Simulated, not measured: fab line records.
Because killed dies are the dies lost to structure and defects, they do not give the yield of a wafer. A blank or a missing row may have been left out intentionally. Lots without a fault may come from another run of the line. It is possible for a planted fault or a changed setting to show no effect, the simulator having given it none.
fab line records | flow sky130
record lots=12 | wafers=36 | lastDay=50
route steps=708 shown NWELL@58 RES_XHIGH@340 LI_CONTACT@378 CONTACT@420
lots untouched by any fault: they come from a run of this same line in which no faults occurred
startH: the number of hours between the record's first day and the start of the first shown wafer of the lot | waitH: hours elapsed since this lot's preceding step | " as in the row above | L1.1+2: one row covering several wafers at once | - no value, or no start was given | * or withheld: withheld | < > ~ a bound
route shown NAME@n: NAME is a module with steps in the file, n the number in the route of the first one | usual: mean/standard deviation of fault-free wafers | same: alike in all rows | chamber/n: place in a boat | sites: the reading at each site | _std_site: the values' standard deviation | _edge_site: inner sites' mean taken away from outer sites' mean | radiusMm: how far each site lies from the wafer's centre | mask NAME#n: copy n | behind: the tool/chamber that last shaped the wafer | hold: what put the lot on hold/how long, in hours/how the hold closed | device: names the non-switching transistor (n, p or np) | end of line: the tests these same wafers got at the end of their route | for a step that has no rows: nothing shown but its recipe | killed: at the first sort, the dies lost to defects and structure; wafer yield is something else | map: per-die view of a wafer (x killed, . not killed, _ where there is no die)
set.NAME: the setting as run; set.NAME@STEP: as run at that earlier step | model.NAME: the simulator's own value behind a step, which no gauge read
the route's steps for a sample of lots (tables are steps, rows are wafers)
services: a tool's chamber out of use, with start hour (startH, from the record's first day; less than 0 if before it), hours out, and reason
## steps
# step SKY_NWELL_COAT_05
# recipe spinRpm=2000 | resistThkNm=3000
# usual chillPlateTempC=22.98/0.1 | dispensePressureKPa=52.8/1.6 | spinSpeedRpm=2000.0/1.4
lot.wafer | tool          | chamber | startH | waitH | chillPlateTempC | dispensePressureKPa | spinSpeedRpm
L537.1    | lithoTrack-02 | 0       | 81.16  | 0.1   | 23.10           | 53.5                | 2000.0
L537.4    | "             | 0       | "      | "     | 22.96           | 53.4                | 1999.3
L537.6    | "             | 0       | "      | "     | 22.94           | 53.5                | 1998.9
L538.1    | lithoTrack-02 | 0       | 86.51  | 0.1   | 22.76           | 53.5                | 1998.9
L538.3    | "             | 0       | "      | "     | 22.79           | 53.5                | 2000.4
L538.6    | "             | 0       | "      | "     | 22.76           | 53.5                | 2000.7
L539.1    | lithoTrack-02 | 0       | 91.91  | 0.1   | 23.10           | 53.5                | 2000.4
L539.5    | "             | 0       | "      | "     | 23.03           | 53.4                | 2000.8
L539.6    | "             | 0       | "      | "     | 22.89           | 53.5                | 1999.6
L540.2    | lithoTrack-04 | 0       | 95.77  | 0.1   | 22.90           | 54.0                | 1999.1
L540.3    | "             | 0       | "      | "     | 22.83           | 54.0                | 1998.4
L540.4    | "             | 0       | "      | "     | 23.03           | 54.0                | 1997.5
L546.1    | lithoTrack-03 | 0       | 132.95 | 0.1   | 22.97           | 50.0                | 1999.5
L546.4    | "             | 0       | "      | "     | 23.07           | 50.0                | 2002.4
L546.5    | "             | 0       | "      | "     | 22.95           | 50.0                | 1999.4
L548.1    | lithoTrack-04 | 0       | 146.75 | 0.1   | 22.82           | 54.0                | 1999.8
L548.4    | "             | 0       | "      | "     | 22.94           | 54.0                | 2000.9
L548.5    | "             | 0       | "      | "     | 22.83           | 54.0                | 2000.0
L550.3    | lithoTrack-02 | 0       | 156.91 | 0.1   | 23.04           | 53.5                | 1997.6
L550.4    | "             | 0       | "      | "     | 23.00           | 53.4                | 1998.0
L550.6    | "             | 0       | "      | "     | 22.93           | 53.5                | 2000.7
L551.1    | lithoTrack-02 | 0       | 168.56 | 0.1   | 22.88           | 53.4                | 1999.6
L551.3    | "             | 0       | "      | "     | 22.92           | 53.5                | 2002.3
L551.5    | "             | 0       | "      | "     | 23.07           | 53.5                | 2001.8
L553.3    | lithoTrack-02 | 0       | 176.91 | 0.1   | 22.99           | 53.5                | 1998.4
L553.5    | "             | 0       | "      | "     | 22.98           | 53.5                | 2000.8
L553.6    | "             | 0       | "      | "     | 22.96           | 53.4                | 2000.8
L556.1    | lithoTrack-03 | 0       | 194.80 | 0.1   | 22.96           | 50.0                | 2000.6
L556.3    | "             | 0       | "      | "     | 23.05           | 50.0                | 2000.2
L556.4    | "             | 0       | "      | "     | 22.87           | 50.0                | 2001.6
L557.2    | lithoTrack-04 | 0       | 197.02 | 0.1   | 22.90           | 54.0                | 2001.2
L557.4    | "             | 0       | "      | "     | 23.04           | 54.0                | 1998.6
L557.5    | "             | 0       | "      | "     | 22.94           | 54.0                | 1999.1
L558.1    | lithoTrack-04 | 0       | 202.45 | 0.1   | 22.94           | 54.0                | 1999.3
L558.2    | "             | 0       | "      | "     | 22.92           | 54.0                | 1999.8
L558.4    | "             | 0       | "      | "     | 22.87           | 54.0                | 1997.5
# step SKY_NWELL_STRIP_14
# recipe chemistry=O2/N2 | powerW=1400 | pressureMtorr=1500 | platenTempC=withheld | o2FlowSccm=3000 | n2FlowSccm=300 | overashFraction=0.5
# usual drypumpMotorCurrentA=6.1/0.45 | oesProductAu=0.723/0.0046 | stripTimeToEndpointS=36.94/0.13
lot.wafer | tool           | chamber | startH | waitH | drypumpMotorCurrentA | oesProductAu | rfHoursCounterH | stripTimeToEndpointS
L537.1    | plasmaAsher-01 | 0       | 90.53  | 0.1   | 6.7                  | 0.719        | 43              | 36.87
L537.4    | "              | 0       | "      | "     | 6.7                  | 0.719        | -               | 36.88
L537.6    | "              | 0       | "      | "     | 6.7                  | 0.721        | -               | 36.91
L538.1    | plasmaAsher-01 | 1       | 95.34  | 0.1   | 5.9                  | 0.727        | 43              | 37.04
L538.3    | "              | 0       | "      | "     | 6.7                  | 0.721        | -               | 37.04
L538.6    | "              | 1       | "      | "     | 5.9                  | 0.723        | -               | 37.00
L539.1    | plasmaAsher-03 | 0       | 101.85 | 0.1   | 5.6                  | 0.716        | 41              | 36.99
L539.5    | "              | 0       | "      | "     | 5.6                  | 0.717        | -               | 37.01
L539.6    | "              | 1       | "      | "     | 6.1                  | 0.723        | -               | 37.06
L540.2    | plasmaAsher-01 | 1       | 105.50 | 0.1   | 5.9                  | 0.717        | 44              | 37.12
L540.3    | "              | 1       | "      | "     | 5.9                  | 0.725        | -               | 37.06
L540.4    | "              | 0       | "      | "     | 6.7                  | 0.726        | -               | 37.18
L546.1    | plasmaAsher-03 | 0       | 142.65 | 0.1   | 5.5                  | 0.726        | 45              | 36.95
L546.4    | "              | 1       | "      | "     | 6.1                  | 0.718        | -               | 36.94
L546.5    | "              | 1       | "      | "     | 6.2                  | 0.727        | -               | 36.90
L548.1    | plasmaAsher-01 | 1       | 157.88 | 0.1   | 5.9                  | 0.723        | 4               | 36.82
L548.4    | "              | 0       | "      | "     | 6.7                  | 0.723        | -               | 36.80
L548.5    | "              | 0       | "      | "     | 6.7                  | 0.717        | -               | 36.86
L550.3    | plasmaAsher-01 | 1       | 167.57 | 0.1   | 5.9                  | 0.728        | -               | 36.92
L550.4    | "              | 0       | "      | "     | 6.7                  | 0.724        | -               | 36.92
L550.6    | "              | 1       | "      | "     | 5.9                  | 0.724        | -               | 37.04
L551.1    | plasmaAsher-04 | 0       | 179.95 | 0.1   | 5.4                  | 0.727        | 35              | 35.53
L551.3    | "              | 1       | "      | "     | 6.4                  | 0.718        | -               | 35.52
L551.5    | "              | 1       | "      | "     | 6.4                  | 0.720        | -               | 35.51
L553.3    | plasmaAsher-04 | 1       | 188.02 | 0.1   | 6.3                  | 0.717        | -               | 35.68
L553.5    | "              | 1       | "      | "     | 6.4                  | 0.723        | -               | 35.70
L553.6    | "              | 0       | "      | "     | 5.4                  | 0.723        | -               | 35.65
L556.1    | plasmaAsher-03 | 1       | 205.59 | 0.1   | 6.1                  | 0.720        | 50              | 37.07
L556.3    | "              | 0       | "      | "     | 5.5                  | 0.725        | -               | 37.02
L556.4    | "              | 1       | "      | "     | 6.1                  | 0.739        | -               | 37.06
L557.2    | plasmaAsher-04 | 0       | 207.63 | 0.1   | 5.4                  | 0.726        | 38              | 36.57
L557.4    | "              | 1       | "      | "     | 6.4                  | 0.719        | -               | 36.51
L557.5    | "              | 0       | "      | "     | 5.5                  | 0.722        | -               | 36.53
L558.1    | plasmaAsher-01 | 0       | 213.24 | 0.1   | 6.7                  | 0.723        | 10              | 36.84
L558.2    | "              | 1       | "      | "     | 5.9                  | 0.726        | 10              | 36.84
L558.4    | "              | 1       | "      | "     | 5.9                  | 0.725        | -               | 36.74
# step SKY_RES_XHIGH_STRIP_08
# recipe chemistry=O2/N2 | powerW=1400 | pressureMtorr=1500 | platenTempC=withheld | o2FlowSccm=3000 | n2FlowSccm=300 | overashFraction=0.5
# usual drypumpMotorCurrentA=6.0/0.37 | oesProductAu=0.711/0.0047 | stripTimeToEndpointS=14.26/0.04
lot.wafer | tool           | chamber | startH | waitH | drypumpMotorCurrentA | oesProductAu | rfHoursCounterH | stripTimeToEndpointS
L537.1    | plasmaAsher-03 | 0       | 617.80 | 0.1   | 5.6                  | 0.714        | 86              | 14.34
L537.4    | "              | 0       | "      | "     | 5.6                  | 0.711        | -               | 14.33
L537.6    | "              | 0       | "      | "     | 5.6                  | 0.713        | -               | 14.34
L538.1    | plasmaAsher-02 | 0       | 624.74 | 0.1   | 6.1                  | 0.718        | 20              | 14.20
L538.3    | "              | 1       | "      | "     | 5.6                  | 0.709        | -               | 14.21
L538.6    | "              | 0       | "      | "     | 6.1                  | 0.707        | -               | 14.20
L539.1    | plasmaAsher-02 | 1       | 643.40 | 0.1   | 5.6                  | 0.707        | 21              | 14.27
L539.5    | "              | 1       | "      | "     | 5.7                  | 0.718        | -               | 14.30
L539.6    | "              | 0       | "      | "     | 6.1                  | 0.715        | -               | 14.23
L540.2    | plasmaAsher-03 | 0       | 643.45 | 0.1   | 5.6                  | 0.715        | 88              | 14.30
L540.3    | "              | 1       | "      | "     | 6.1                  | 0.714        | -               | 14.27
L540.4    | "              | 0       | "      | "     | 5.5                  | 0.716        | -               | 14.24
L546.1    | plasmaAsher-02 | 1       | 700.45 | 0.1   | 5.6                  | 0.709        | 27              | 14.20
L546.4    | "              | 0       | "      | "     | 6.1                  | 0.710        | -               | 14.21
L546.5    | "              | 1       | "      | "     | 5.6                  | 0.716        | -               | 14.22
L548.1    | plasmaAsher-01 | 1       | 715.65 | 0.1   | 5.9                  | 0.712        | 62              | 14.22
L548.4    | "              | 0       | "      | "     | 6.7                  | 0.713        | -               | 14.22
L548.5    | "              | 0       | "      | "     | 6.7                  | 0.707        | -               | 14.25
L550.3    | plasmaAsher-03 | 0       | 733.08 | 0.1   | 5.6                  | 0.710        | -               | 14.22
L550.4    | "              | 1       | "      | "     | 6.2                  | 0.711        | -               | 14.21
L550.6    | "              | 0       | "      | "     | 5.5                  | 0.711        | -               | 14.25
L551.1    | plasmaAsher-03 | 1       | 752.15 | 0.1   | 6.1                  | 0.710        | 1               | 14.31
L551.3    | "              | 0       | "      | "     | 5.5                  | 0.709        | -               | 14.25
L551.5    | "              | 0       | "      | "     | 5.5                  | 0.714        | -               | 14.27
L553.3    | plasmaAsher-01 | 0       | 759.08 | 0.1   | 6.7                  | 0.709        | -               | 14.31
L553.5    | "              | 1       | "      | "     | 5.9                  | 0.715        | -               | 14.31
L553.6    | "              | 0       | "      | "     | 6.7                  | 0.715        | -               | 14.28
L557.2    | plasmaAsher-02 | 0       | 781.10 | 0.1   | 6.1                  | 0.712        | 35              | 14.26
L557.4    | "              | 0       | "      | "     | 6.1                  | 0.706        | -               | 14.26
L557.5    | "              | 0       | "      | "     | 6.1                  | 0.709        | -               | 14.24
L556.1    | plasmaAsher-03 | 1       | 785.20 | 0.1   | 6.1                  | 0.710        | 4               | 14.20
L556.3    | "              | 1       | "      | "     | 6.1                  | 0.714        | -               | 14.22
L556.4    | "              | 0       | "      | "     | 5.5                  | 0.708        | -               | 14.27
L558.1    | plasmaAsher-03 | 0       | 787.80 | 0.1   | 5.5                  | 0.706        | 4               | 14.32
L558.2    | "              | 1       | "      | "     | 6.1                  | 0.713        | 4               | 14.33
L558.4    | "              | 1       | "      | "     | 6.1                  | 0.723        | -               | 14.28
# step SKY_LI_CONTACT_STRIP_16
# recipe chemistry=O2/N2 | powerW=1400 | pressureMtorr=1500 | platenTempC=withheld | o2FlowSccm=3000 | n2FlowSccm=300 | overashFraction=0.5
# usual drypumpMotorCurrentA=5.9/0.34 | oesProductAu=0.374/0.0049 | stripTimeToEndpointS=3.47/0.041
lot.wafer | tool           | chamber | startH | waitH | drypumpMotorCurrentA | oesProductAu | rfHoursCounterH | stripTimeToEndpointS
L537.1    | plasmaAsher-04 | 0       | 677.45 | -     | 5.4                  | 0.371        | 84              | 3.45
L537.4    | "              | 1       | "      | "     | 6.3                  | 0.375        | -               | 3.43
L537.6    | "              | 0       | "      | "     | 5.4                  | 0.367        | -               | 3.47
L538.1    | plasmaAsher-04 | 1       | 684.15 | -     | 6.3                  | 0.373        | 84              | 3.48
L538.3    | "              | 1       | "      | "     | 6.4                  | 0.380        | -               | 3.50
L538.6    | "              | 1       | "      | "     | 6.4                  | 0.380        | -               | 3.47
L539.1    | plasmaAsher-03 | 1       | 701.30 | -     | 6.1                  | 0.380        | 94              | 3.45
L539.5    | "              | 1       | "      | "     | 6.1                  | 0.368        | -               | 3.48
L539.6    | "              | 0       | "      | "     | 5.6                  | 0.372        | -               | 3.57
L540.2    | plasmaAsher-04 | 0       | 701.65 | -     | 5.5                  | 0.379        | 86              | 3.47
L540.3    | "              | 0       | "      | "     | 5.4                  | 0.381        | -               | 3.48
L540.4    | "              | 1       | "      | "     | 6.3                  | 0.372        | -               | 3.45
L546.1    | plasmaAsher-02 | 1       | 756.63 | -     | 5.6                  | 0.373        | 33              | 3.44
L546.4    | "              | 1       | "      | "     | 5.6                  | 0.380        | -               | 3.41
L546.5    | "              | 1       | "      | "     | 5.6                  | 0.369        | -               | 3.43
L548.1    | plasmaAsher-03 | 1       | 771.93 | -     | 6.1                  | 0.366        | 3               | 3.41
L548.4    | "              | 1       | "      | "     | 6.1                  | 0.370        | -               | 3.46
L548.5    | "              | 1       | "      | "     | 6.1                  | 0.370        | -               | 3.50
L550.3    | plasmaAsher-03 | 0       | 789.58 | -     | 5.5                  | 0.376        | -               | 3.42
L550.4    | "              | 1       | "      | "     | 6.1                  | 0.378        | -               | 3.40
L550.6    | "              | 1       | "      | "     | 6.1                  | 0.374        | -               | 3.42
L551.1    | plasmaAsher-03 | 0       | 807.93 | -     | 5.6                  | 0.371        | 6               | 3.45
L551.3    | "              | 1       | "      | "     | 6.1                  | 0.374        | -               | 3.56
L551.5    | "              | 0       | "      | "     | 5.6                  | 0.367        | -               | 3.44
L553.3    | plasmaAsher-03 | 1       | 816.07 | -     | 6.1                  | 0.375        | -               | 3.46
L553.5    | "              | 0       | "      | "     | 5.5                  | 0.371        | -               | 3.45
L553.6    | "              | 1       | "      | "     | 6.1                  | 0.376        | -               | 3.51
L557.2    | plasmaAsher-02 | 0       | 836.08 | -     | 6.1                  | 0.376        | 41              | 3.47
L557.4    | "              | 0       | "      | "     | 6.1                  | 0.367        | -               | 3.47
L557.5    | "              | 1       | "      | "     | 5.6                  | 0.376        | -               | 3.47
L556.1    | plasmaAsher-03 | 0       | 841.13 | -     | 5.5                  | 0.378        | 9               | 3.41
L556.3    | "              | 1       | "      | "     | 6.1                  | 0.374        | -               | 3.46
L556.4    | "              | 0       | "      | "     | 5.5                  | 0.378        | -               | 3.48
L558.1    | plasmaAsher-03 | 1       | 843.98 | -     | 6.1                  | 0.366        | 10              | 3.43
L558.2    | "              | 0       | "      | "     | 5.5                  | 0.377        | 10              | 3.41
L558.4    | "              | 1       | "      | "     | 6.1                  | 0.383        | -               | 3.48
# step SKY_CONTACT_CD_MEAS_14
# recipe targetCdNm=170
# usual cdNm=169.9/1.4
lot.wafer | tool     | chamber | startH | waitH | cdNm
L537.1    | cdSem-01 | -       | 735.74 | -     | 168.0
L537.4    | "        | -       | "      | "     | 167.4
L537.6    | "        | -       | "      | "     | 167.5
L538.1    | cdSem-02 | -       | 741.10 | -     | 171.6
L538.3    | "        | -       | "      | "     | 171.5
L538.6    | "        | -       | "      | "     | 171.9
L539.1    | cdSem-01 | -       | 758.60 | -     | 170.0
L539.5    | "        | -       | "      | "     | 169.1
L539.6    | "        | -       | "      | "     | 168.4
L540.2    | cdSem-02 | -       | 759.52 | -     | 170.4
L540.3    | "        | -       | "      | "     | 171.7
L540.4    | "        | -       | "      | "     | 172.2
L546.1    | cdSem-01 | -       | 813.82 | -     | 170.2
L546.4    | "        | -       | "      | "     | 169.4
L546.5    | "        | -       | "      | "     | 171.2
L548.1    | cdSem-01 | -       | 827.10 | -     | 171.8
L548.4    | "        | -       | "      | "     | 171.2
L548.5    | "        | -       | "      | "     | 170.0
L550.3    | cdSem-01 | -       | 846.39 | -     | 169.7
L550.4    | "        | -       | "      | "     | 169.9
L550.6    | "        | -       | "      | "     | 170.1
L551.1    | cdSem-01 | -       | 863.15 | -     | 168.7
L551.3    | "        | -       | "      | "     | 169.4
L551.5    | "        | -       | "      | "     | 168.5
L553.3    | cdSem-01 | -       | 871.84 | -     | 171.8
L553.5    | "        | -       | "      | "     | 171.1
L553.6    | "        | -       | "      | "     | 171.7
L557.2    | cdSem-01 | -       | 889.77 | -     | 166.5
L557.4    | "        | -       | "      | "     | 167.2
L557.5    | "        | -       | "      | "     | 167.1
L556.1    | cdSem-01 | -       | 895.20 | -     | 169.3
L556.3    | "        | -       | "      | "     | 166.7
L556.4    | "        | -       | "      | "     | 168.3
L558.1    | cdSem-02 | -       | 898.10 | -     | 169.4
L558.2    | "        | -       | "      | "     | 169.3
L558.4    | "        | -       | "      | "     | 169.9
## services
tool           | chamber | startH | hours | kind
plasmaAsher-02 | -       | 92.35  | 0.8   | repair
plasmaAsher-01 | -       | 108.75 | 9.0   | pm
plasmaAsher-03 | -       | 167.04 | 19.2  | repair
plasmaAsher-02 | -       | 273.61 | 2.2   | repair
plasmaAsher-03 | -       | 305.50 | 14.6  | pm
plasmaAsher-04 | -       | 317.96 | 2.8   | pm
plasmaAsher-03 | -       | 334.40 | 0.4   | repair
plasmaAsher-04 | -       | 365.03 | 6.2   | repair
plasmaAsher-01 | -       | 368.21 | 1.4   | repair
plasmaAsher-03 | -       | 374.07 | 1.3   | repair
plasmaAsher-04 | -       | 393.98 | 7.9   | repair
plasmaAsher-02 | -       | 421.25 | 9.0   | pm
plasmaAsher-01 | -       | 433.46 | 1.7   | repair
plasmaAsher-04 | -       | 462.74 | 1.0   | repair
plasmaAsher-02 | -       | 477.81 | 4.1   | repair
plasmaAsher-03 | -       | 532.98 | 18.7  | pm
plasmaAsher-03 | -       | 554.10 | 15.6  | pm
plasmaAsher-02 | -       | 597.75 | 2.9   | repair
plasmaAsher-03 | -       | 686.90 | 0.9   | repair
plasmaAsher-02 | -       | 691.95 | 2.8   | pm
plasmaAsher-01 | -       | 722.43 | 4.6   | repair
plasmaAsher-03 | -       | 733.75 | 9.0   | pm
plasmaAsher-03 | 0       | 733.75 | 9.0   | ventCycle
plasmaAsher-01 | -       | 825.82 | 2.8   | pm
## key
firstSign step=SKY_NWELL_STRIP_14 | reading=stripTimeToEndpointS | direction=down | sigmas=10 | usual=* | struck=*
effect none on later readings
metAt SKY_NWELL_COAT_05
struckLots L551,L553
testerLeftOut L551,L553
notActingAt SKY_RES_XHIGH_STRIP_08,SKY_LI_CONTACT_STRIP_16,SKY_CONTACT_CD_MEAS_14
onsetBetween 156.91 168.56
fault kind=processParameterDrift | tool=lithoTrack-02 | chamber=- | onsetH=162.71 | steps=SKY_NWELL_COAT_05 | channel=resistThkNm | offset=-121.88 | shape=step | endH=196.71 | actsIn=theseRecipesOnly | stated=3000
# testerLeftOut: of these lots the tester's yield and bins aren't shown, on N5 and GAA mostly nor the transistor test; their killed dies are dies lost to structure and defects alone, not to doping, threshold or leakage, so they don't give the yield
